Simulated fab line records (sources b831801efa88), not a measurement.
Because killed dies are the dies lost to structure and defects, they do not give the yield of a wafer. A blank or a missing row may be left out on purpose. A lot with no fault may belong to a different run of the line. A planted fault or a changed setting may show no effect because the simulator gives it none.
Split-lot study || flow sky130 || route with 708 steps; 5 lots, 23 wafers read

== THE SPLIT ==
At SKY_POLY_GATE_EXPOSE_10 (exposes mask P1M, target cd 150 nm), the setting dose mj was moved away from the recipe's 28 on 7 of the 23 wafers read, by -3.0% to +6.0%. This setting was run at the recipe's value on the other wafers.

== FROM THE SPLIT TO THE READING: what the file shows between them, 7 steps ==
- SKY_POLY_GATE_PEB_11
- SKY_POLY_GATE_DEVELOP_12: develop time 60 s
- SKY_POLY_GATE_CD_MEAS_13: target cd 150 nm
- SKY_POLY_GATE_ETCH_15: etches BARC in N2/H2, stops on SiO2, time 118.5 s, target depth 110 nm
- SKY_POLY_GATE_ETCH_16: etches Si3N4 in CH3F/O2, stops on poly-Si, time 147.5 s, target depth 75 nm
- SKY_POLY_GATE_ETCH_17: etches poly-Si in HBr/Cl2, stops on SiO2, target depth 180 nm, time 69.55 s
- SKY_POLY_GATE_OXIDATION_20: stabilise 600 s, purge 300 s, target thk 4 nm (also split here: ox time s)

== THE READING ==
cd nm, in nm, at SKY_POLY_GATE_CD_MEAS_22. Typical for fault-free wafers on this fab line: 151.8 nm, with standard deviation 2.7 nm.

{"wafer": "L076.2", "tool, chamber at the split": "krf scanner-02, 0", "dose mj as run": 28, "against the recipe": "recipe", "cd nm, nm": 150.4, "against lot-mates on the recipe": "-"}
{"wafer": "L076.3", "tool, chamber at the split": "krf scanner-02, 0", "dose mj as run": 28, "against the recipe": "recipe", "cd nm, nm": 151.2, "against lot-mates on the recipe": "-"}
{"wafer": "L076.4", "tool, chamber at the split": "krf scanner-02, 0", "dose mj as run": 28, "against the recipe": "recipe", "cd nm, nm": 152.2, "against lot-mates on the recipe": "-"}
{"wafer": "L080.1", "tool, chamber at the split": "krf scanner-01, 0", "dose mj as run": 28, "against the recipe": "recipe", "cd nm, nm": 150.6, "against lot-mates on the recipe": "-"}
{"wafer": "L080.2", "tool, chamber at the split": "krf scanner-01, 0", "dose mj as run": 28, "against the recipe": "recipe", "cd nm, nm": 151.7, "against lot-mates on the recipe": "-"}
{"wafer": "L080.3", "tool, chamber at the split": "krf scanner-01, 0", "dose mj as run": 28, "against the recipe": "recipe", "cd nm, nm": 152.9, "against lot-mates on the recipe": "-"}
{"wafer": "L080.4", "tool, chamber at the split": "krf scanner-01, 0", "dose mj as run": 28, "against the recipe": "recipe", "cd nm, nm": 151.4, "against lot-mates on the recipe": "-"}
{"wafer": "L080.6", "tool, chamber at the split": "krf scanner-01, 0", "dose mj as run": 28, "against the recipe": "recipe", "cd nm, nm": 151.5, "against lot-mates on the recipe": "-"}
{"wafer": "L081.1", "tool, chamber at the split": "krf scanner-01, 0", "dose mj as run": 28.84, "against the recipe": "+3.0%", "cd nm, nm": 151.5, "against lot-mates on the recipe": -5.9}
{"wafer": "L081.2", "tool, chamber at the split": "krf scanner-01, 0", "dose mj as run": 28, "against the recipe": "recipe", "cd nm, nm": 156.4, "against lot-mates on the recipe": "-"}
{"wafer": "L081.3", "tool, chamber at the split": "krf scanner-01, 0", "dose mj as run": 28.84, "against the recipe": "+3.0%", "cd nm, nm": 149.1, "against lot-mates on the recipe": -8.3}
{"wafer": "L081.4", "tool, chamber at the split": "krf scanner-01, 0", "dose mj as run": 28, "against the recipe": "recipe", "cd nm, nm": 158.4, "against lot-mates on the recipe": "-"}
{"wafer": "L081.5", "tool, chamber at the split": "krf scanner-01, 0", "dose mj as run": 28.84, "against the recipe": "+3.0%", "cd nm, nm": 151.2, "against lot-mates on the recipe": -6.2}
{"wafer": "L082.1", "tool, chamber at the split": "krf scanner-02, 0", "dose mj as run": 28, "against the recipe": "recipe", "cd nm, nm": 151.3, "against lot-mates on the recipe": "-"}
{"wafer": "L082.2", "tool, chamber at the split": "krf scanner-02, 0", "dose mj as run": 28, "against the recipe": "recipe", "cd nm, nm": 152.9, "against lot-mates on the recipe": "-"}
{"wafer": "L082.3", "tool, chamber at the split": "krf scanner-02, 0", "dose mj as run": 28, "against the recipe": "recipe", "cd nm, nm": 148.8, "against lot-mates on the recipe": "-"}
{"wafer": "L082.4", "tool, chamber at the split": "krf scanner-02, 0", "dose mj as run": 29.69, "against the recipe": "+6.0%", "cd nm, nm": 144.1, "against lot-mates on the recipe": -6.9}
{"wafer": "L082.6", "tool, chamber at the split": "krf scanner-02, 0", "dose mj as run": 29.69, "against the recipe": "+6.0%", "cd nm, nm": 142.5, "against lot-mates on the recipe": -8.5}
{"wafer": "L083.2", "tool, chamber at the split": "krf scanner-02, 0", "dose mj as run": 28, "against the recipe": "recipe", "cd nm, nm": 150.4, "against lot-mates on the recipe": "-"}
{"wafer": "L083.3", "tool, chamber at the split": "krf scanner-02, 0", "dose mj as run": 27.17, "against the recipe": "-3.0%", "cd nm, nm": 160.6, "against lot-mates on the recipe": "+9.4"}
{"wafer": "L083.4", "tool, chamber at the split": "krf scanner-02, 0", "dose mj as run": 27.17, "against the recipe": "-3.0%", "cd nm, nm": 158.4, "against lot-mates on the recipe": "+7.2"}
{"wafer": "L083.5", "tool, chamber at the split": "krf scanner-02, 0", "dose mj as run": 28, "against the recipe": "recipe", "cd nm, nm": 150.0, "against lot-mates on the recipe": "-"}
{"wafer": "L083.6", "tool, chamber at the split": "krf scanner-02, 0", "dose mj as run": 28, "against the recipe": "recipe", "cd nm, nm": 153.2, "against lot-mates on the recipe": "-"}

FIT RESULTS
A straight line over all 23 wafers: cd nm changes by -1.48 nm for each +1% of dose mj; r = -0.80; the points scatter about the line by 2.5 nm.
The same after taking each lot's own level away (the mean of its wafers on the recipe; 23 wafers): -1.77 nm for each +1%; r = -0.91; scatter 1.8 nm.
On that fit, the largest move of dose mj shifts the reading by 11 nm.
From 151.00 to 157.40 nm: that is the span of the lots' own levels, equal to 2.4 times the standard deviation above.
Thus the slope moves with the lot-to-lot level: the two fits are different.
Check: -12 nm against its lot-mates is what the line predicts for one of the wafers moved furthest among these (+6.0%) when that wafer is left out of the fit. It came out at -6.9 nm against them.

== THE OTHER SPLITS THESE WAFERS WENT THROUGH ==
These wafers also went through other splits before the reading. Each is held against what the fit with the lots' levels taken away leaves over:
{"other split on the same wafers": "SKY_SONOS_TUNNEL_EXPOSE_04 dose mj", "wafers away from the commonest value": 11, "r with cd nm (lot level and that fit taken away)": "+0.03"}
{"other split on the same wafers": "SKY_SONOS_ONO_CVD_02 pressure mtorr", "wafers away from the commonest value": 10, "r with cd nm (lot level and that fit taken away)": "+0.40"}
{"other split on the same wafers": "SKY_SONOS_ONO_EXPOSE_10 dose mj", "wafers away from the commonest value": 11, "r with cd nm (lot level and that fit taken away)": "+0.46"}
{"other split on the same wafers": "SKY_SONOS_ONO_ETCH_15 time s", "wafers away from the commonest value": 9, "r with cd nm (lot level and that fit taken away)": -0.10}
{"other split on the same wafers": "SKY_POLY_GATE_IMPLANT_02 energy kev", "wafers away from the commonest value": 5, "r with cd nm (lot level and that fit taken away)": "+0.11"}
{"other split on the same wafers": "SKY_POLY_GATE_OXIDATION_20 ox time s", "wafers away from the commonest value": 10, "r with cd nm (lot level and that fit taken away)": -0.21}

== THE WHOLE CHAIN: every reading that the file lists as answering this split, in the file's order ==
{"step": "SKY_POLY_GATE_CD_MEAS_13", "what it does": "target cd 150 nm", "reading": "cd nm", "change (the file's fit)": "-1.6 nm for each +1% of the setting", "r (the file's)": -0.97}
{"step": "SKY_POLY_GATE_ETCH_15", "what it does": "etches BARC in N2/H2, stops on SiO2, time 118.5 s, target depth 110 nm", "reading": "POLY_GATE.cd nm (the simulator's own value, which no gauge read)", "change (the file's fit)": "-1.54 nm for each +1% of the setting", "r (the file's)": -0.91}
{"step": "SKY_POLY_GATE_ETCH_16", "what it does": "etches Si3N4 in CH3F/O2, stops on poly-Si, time 147.5 s, target depth 75 nm", "reading": "POLY_GATE.cd nm (the simulator's own value, which no gauge read)", "change (the file's fit)": "-1.6 nm for each +1% of the setting", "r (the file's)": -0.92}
{"step": "SKY_POLY_GATE_ETCH_17", "what it does": "etches poly-Si in HBr/Cl2, stops on SiO2, target depth 180 nm, time 69.55 s", "reading": "POLY_GATE.cd nm (the simulator's own value, which no gauge read)", "change (the file's fit)": "-1.67 nm for each +1% of the setting", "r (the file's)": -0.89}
{"step": "SKY_POLY_GATE_CD_MEAS_22", "what it does": "", "reading": "cd nm", "change (the file's fit)": "-1.68 nm for each +1% of the setting", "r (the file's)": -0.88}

== THE FILE'S OWN FIT ==
cd nm changes by -1.68 nm for each +1% of dose mj, r = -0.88.
